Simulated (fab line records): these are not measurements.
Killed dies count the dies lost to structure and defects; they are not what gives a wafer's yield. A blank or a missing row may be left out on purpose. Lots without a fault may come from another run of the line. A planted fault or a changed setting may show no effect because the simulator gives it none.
Comparing a struck lot with a sound one / flow gf180mcu / 18 out of 602 route steps
Sound: these wafers, L930.2, L930.4, L930.5. Struck: wafer L941.6 (L941.1, L941.3, from the same lot, were not struck and are left out); the cause is given at the end.
For every step that has rows: the tool of each side, followed by ch and its chambers, followed by its first start. Under that, the readings that differ: sound wafers / struck wafers / difference of the means / sigmas: that difference in standard deviations of wafers without a fault.
alike: words and numbers the same on both sides, and readings whose means are apart by under 2 such deviations; not compared: readings that were withheld, readings missing a value for some wafer, numbers with overlapping values and no deviation given by the record, and bounds like >300 which may hide the same value.
Wherever a step has rows on one side only, a row that says differs or no value, or a row with sigmas, the two part there. Non-overlapping numbers with no deviation appear without sigmas and do not part them. Lack of a reading on every wafer of one side parts them only where that side has two or more wafers.

first, 3 steps without rows for these wafers: GF_V1_EXPOSE_11 (exposes mask Via1, target cd 260 nm); GF_V1_PEB_12 (peb time 90 s); GF_V1_DEVELOP_13 (develop time 60 s).
GF_V1_CD_MEAS_14: the cd target is 260 nm.
  sound: cdSem-01 at day 18 03:12; struck: cdSem-02 at day 22 03:52
reading=cdNm (nm); sound=263.0 263.2 261.7; struck=257.6; difference=-5.0; sigmas=-4
GF_V1_OVL_MEAS_15:
  sound: overlay-01 at day 18 03:19; struck: overlay-02 at day 22 03:59
  alike: V1_OVL
GF_V1_ETCH_16: etches BARC in N2/H2.
  sound on rieDiel-01 ch 2,3, day 18 03:20; struck on rieDiel-04 ch 2, day 22 04:01
  alike: drypumpMotorCurrentA, oesProductAu, rfFwdPowerW, throttleValvePct
GF_V1_ETCH_17: etches SiO2 in C4F8/O2/Ar, stops on TiN, target depth 630 nm.
  sound on rieDiel-01 ch 2,3; struck on rieDiel-04 ch 2
  alike: oesProductAu, rfFwdPowerW
then, 3 steps without rows for these wafers: GF_V1_STRIP_18 (strips in O2/N2); GF_V1_STRIP_19 (strips in post etch residue remover, time 1200 s); GF_V1_CLEAN_20 (cleans in DIW).
GF_V1_SPUTTER_21: material Ti, target thk 15 nm, time 80.02 s.
  sound: pvdSputter-02 at day 18 04:00; struck: pvdSputter-01 at day 22 04:41
  alike: throttleValvePct
GF_V1_SPUTTER_22: material TiN, target thk 10 nm, time 40 s.
  sound: pvdSputter-02 at day 18 04:04; struck: pvdSputter-01 at day 22 04:45
  alike: throttleValvePct
GF_V1_CVD_23: deposits W, target thk 350 nm, time 105.05 s.
  sound on cvdW-01 ch 0,1, day 18 04:06; struck on cvdW-02 ch 0, day 22 04:47
reading=model.W_of_V1_CVD_23.thkNm (nm); sound=346 348.8 343.6; struck=265.1; difference=-81.0; sigmas=
  alike: heaterPowerW
GF_V1_RS_MEAS_24: uses a four-point probe to measure.
  sound: filmMetro-01 at day 18 04:14; struck: filmMetro-03 at day 22 04:54
reading=V1_W_RS (ohm/sq); sound=0.331 0.328 0.333; struck=0.433; difference=+0.102; sigmas=+34
GF_V1_THK_MEAS_25: measures by xrf.
  sound: filmMetro-01 at day 18 04:20; struck: filmMetro-03 at day 22 05:01
reading=V1_W_THK (nm); sound=349 352 348; struck=262; difference=-88; sigmas=-13
GF_V1_CMP_26: polishes, stops on SiO2, t overpolish 15 s, target thk 0 nm.
  sound on cmp-01 ch 1,3, day 18 04:23; struck on cmp-02 ch 3, day 22 05:08
reading=motorCurrentA (A); sound=11.3 9.7 11.8; struck=14.4; difference=+3.5; sigmas=+2
reading=timeToEndpointS (s); sound=84 81 81; struck=61; difference=-21; sigmas=-7
  alike: slurryFilterDpKPa
GF_M2_SPUTTER_00: material Ti, target thk 37.5 nm, time 150 s.
  sound: pvdSputter-03 at day 18 04:41; struck: pvdSputter-03 at day 22 05:23
  alike: throttleValvePct
-- the record jumps here: 10 days lie between the struck wafers' starts before and after (it left off in module M2 and takes up again in module PASSIVATION, whose first step shown is number 602 of the route) --
GF_PASSIVATION_PROBE_99:
  the record has rows for the struck wafers here (prober-02, day 32 04:11) and none for the sound ones

## WHERE THEY PART
At GF_V1_CD_MEAS_14 first; at GF_PASSIVATION_PROBE_99 last (within this record only).

WHY: the cause the simulator had injected
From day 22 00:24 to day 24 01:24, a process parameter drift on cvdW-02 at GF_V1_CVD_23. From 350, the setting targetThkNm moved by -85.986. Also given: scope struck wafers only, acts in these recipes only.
